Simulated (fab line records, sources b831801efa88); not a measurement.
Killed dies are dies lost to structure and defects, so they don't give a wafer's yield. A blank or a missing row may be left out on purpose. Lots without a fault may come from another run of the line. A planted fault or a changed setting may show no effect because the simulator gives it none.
Which tool did it? | flow sky130 | 11 lots, 33 wafers sampled, at 5 steps of a route of 708

WHAT THE GAUGES READ, wafer by wafer
SKY_VIA3_RS_MEAS_22: measures by four-point-probe. Usual: VIA3_W_RS 0.293 ohm/sq, standard deviation 0.0038.
lot  | measured     | on            | VIA3_W_RS (ohm/sq) | flag
L129 | day 40 03:12 | film_metro-04 | 0.292 0.290 0.291  |
L131 | day 40 11:04 | film_metro-04 | 0.296 0.294 0.293  |
L133 | day 41 01:02 | film_metro-04 | 0.289 0.286 0.289  |
L141 | day 43 11:23 | film_metro-04 | 0.293 0.298 0.294  |
L143 | day 44 02:14 | film_metro-02 | 0.295 0.293 0.291  |
L144 | day 44 12:08 | film_metro-04 | 0.290 0.292 0.294  |
L145 | day 44 13:05 | film_metro-04 | 0.290 0.292 0.293  |
L146 | day 44 20:29 | film_metro-04 | 0.293 0.291 0.291  |
L147 | day 45 08:19 | film_metro-02 | 0.298 0.295 0.293  |
L148 | day 45 09:26 | film_metro-04 | 0.288 0.290 0.290  |
L149 | day 45 20:40 | film_metro-03 | 0.290 0.291 0.292  |

SKY_PASSIVATION_THK_MEAS_03. Usual: PASSIVATION_CVD_02_THK 541 nm, standard deviation 6.
lot  | measured     | on            | PASSIVATION_CVD_02_THK (nm) | flag
L129 | day 44 07:07 | film_metro-02 | 532 536 542                 |
L131 | day 44 14:09 | film_metro-04 | 672 546 549                 | OFF
L133 | day 45 04:10 | film_metro-02 | 545 672 683                 | OFF
L141 | day 47 06:37 | film_metro-03 | 531 542 541                 |
L143 | day 47 19:33 | film_metro-04 | 535 548 537                 |
L144 | day 48 03:49 | film_metro-02 | 533 532 539                 |
L145 | day 48 06:23 | film_metro-04 | 527 538 538                 |
L146 | day 48 10:32 | film_metro-02 | 542 539 541                 |
L147 | day 48 21:23 | film_metro-02 | 540 529 542                 |
L148 | day 48 23:30 | film_metro-04 | 535 550 549                 |
L149 | day 49 07:44 | film_metro-02 | 536 547 543                 |

WHICH TOOL RAN EACH LOT (tool, then ch and the chambers of the sampled wafers, then the start)
lot  | SKY_METAL4_ETCH_17                 | SKY_METAL5_SPUTTER_03        | SKY_PASSIVATION_CVD_02
L129 | rie_diel-04 ch 0,1,2, day 42 04:43 | pvd_sputter-03, day 43 07:11 | pecvd-03 ch 0,2, day 44 06:53
L131 | rie_diel-02 ch 0,2,3, day 42 12:40 | pvd_sputter-04, day 43 15:02 | pecvd-03 ch 0,1, day 44 13:55
L133 | rie_diel-03 ch 0,1,2, day 43 02:55 | pvd_sputter-01, day 44 04:54 | pecvd-03 ch 0,2, day 45 03:56
L141 | rie_diel-03 ch 0,3, day 45 09:35   | pvd_sputter-03, day 46 08:59 | pecvd-02 ch 0,1,2, day 47 06:23
L143 | rie_diel-04 ch 0,2, day 45 23:25   | pvd_sputter-04, day 46 22:32 | pecvd-03 ch 1,2, day 47 19:19
L144 | rie_diel-04 ch 0,1,3, day 46 08:49 | pvd_sputter-03, day 47 07:44 | pecvd-02 ch 0,1,2, day 48 03:35
L145 | rie_diel-04 ch 0,3, day 46 10:20   | pvd_sputter-01, day 47 09:28 | pecvd-03 ch 0,1, day 48 06:10
L146 | rie_diel-02 ch 1,3, day 46 15:39   | pvd_sputter-01, day 47 14:05 | pecvd-03 ch 1,2, day 48 10:19
L147 | rie_diel-04 ch 1,3, day 47 03:35   | pvd_sputter-04, day 48 02:07 | pecvd-02 ch 0,1,2, day 48 21:10
L148 | rie_diel-03 ch 2,3, day 47 05:22   | pvd_sputter-04, day 48 03:32 | pecvd-01 ch 1,2, day 48 23:16
L149 | rie_diel-04 ch 0,1,3, day 47 14:50 | pvd_sputter-04, day 48 12:22 | pecvd-03 ch 1,2, day 49 07:29
- SKY_METAL4_ETCH_17: etches SiO2 in C4F8/O2/Ar, stops on TiN, time 3.9 s, target depth 15 nm.
- SKY_METAL5_SPUTTER_03: material Ti, target thk 5 nm, time 3.3 s.
- SKY_PASSIVATION_CVD_02: deposits Si3N4, target thk 540 nm.

WHAT THE TOOLS THEMSELVES READ (means of the sampled wafers that have a number; where no wafer has one, the mark that the record gives instead)
SKY_METAL4_ETCH_17. Usual: oes_product_au 0.753 a.u., standard deviation 0.0076.
lot  | tool        | oes_product_au (a.u.) | flag
L129 | rie_diel-04 | 0.752                 |
L131 | rie_diel-02 | 0.756                 |
L133 | rie_diel-03 | 0.756                 |
L141 | rie_diel-03 | 0.763                 |
L143 | rie_diel-04 | 0.757                 |
L144 | rie_diel-04 | 0.750                 |
L145 | rie_diel-04 | 0.754                 |
L146 | rie_diel-02 | 0.752                 |
L147 | rie_diel-04 | 0.754                 |
L148 | rie_diel-03 | 0.742                 |
L149 | rie_diel-04 | 0.748                 |

SKY_METAL5_SPUTTER_03. Usual: throttle_valve_pct 30.0 %, standard deviation 0.94.
lot  | tool           | throttle_valve_pct (%) | flag
L129 | pvd_sputter-03 | 30.4                   |
L131 | pvd_sputter-04 | 30.8                   |
L133 | pvd_sputter-01 | 30.1                   |
L141 | pvd_sputter-03 | 30.2                   |
L143 | pvd_sputter-04 | 29.9                   |
L144 | pvd_sputter-03 | 30.1                   |
L145 | pvd_sputter-01 | 28.9                   |
L146 | pvd_sputter-01 | 28.9                   |
L147 | pvd_sputter-04 | 30.3                   |
L148 | pvd_sputter-04 | 29.9                   |
L149 | pvd_sputter-04 | 29.8                   |

SKY_PASSIVATION_CVD_02. Usual: heater_power_w 756 W, standard deviation 100.
lot  | tool     | heater_power_w (W) | flag
L129 | pecvd-03 | 749                |
L131 | pecvd-03 | 765                |
L133 | pecvd-03 | 777                |
L141 | pecvd-02 | 799                |
L143 | pecvd-03 | 707                |
L144 | pecvd-02 | 772                |
L145 | pecvd-03 | 777                |
L146 | pecvd-03 | 705                |
L147 | pecvd-02 | 844                |
L148 | pecvd-01 | 677                |
L149 | pecvd-03 | 723                |

THE ANSWER, worked out from the rows above alone
Rule: a lot is off if the mean of its wafers that have a number lies more than 3 standard deviations from the usual mean. A lot without any number at a reading at which 4 lots or more have one is off too. The other lots that the step has rows for count as sound. The gauges are gone through in route order, then the tools' own readings, and for those a lot's mean is taken as printed above. The first step at which some lot is off is used, and at that step the reading that is off furthest; a lot without a number counts as furthest.
Off: L131, L133, at SKY_PASSIVATION_THK_MEAS_03 (PASSIVATION_CVD_02_THK).
A tool fits if, at a process step before that reading, it ran every lot that is off, and no sound lot after the first of them. The gauges at SKY_PASSIVATION_THK_MEAS_03 are tried like those tools. None of those tried fits.

WHAT THE SIMULATOR HAD PUT IN
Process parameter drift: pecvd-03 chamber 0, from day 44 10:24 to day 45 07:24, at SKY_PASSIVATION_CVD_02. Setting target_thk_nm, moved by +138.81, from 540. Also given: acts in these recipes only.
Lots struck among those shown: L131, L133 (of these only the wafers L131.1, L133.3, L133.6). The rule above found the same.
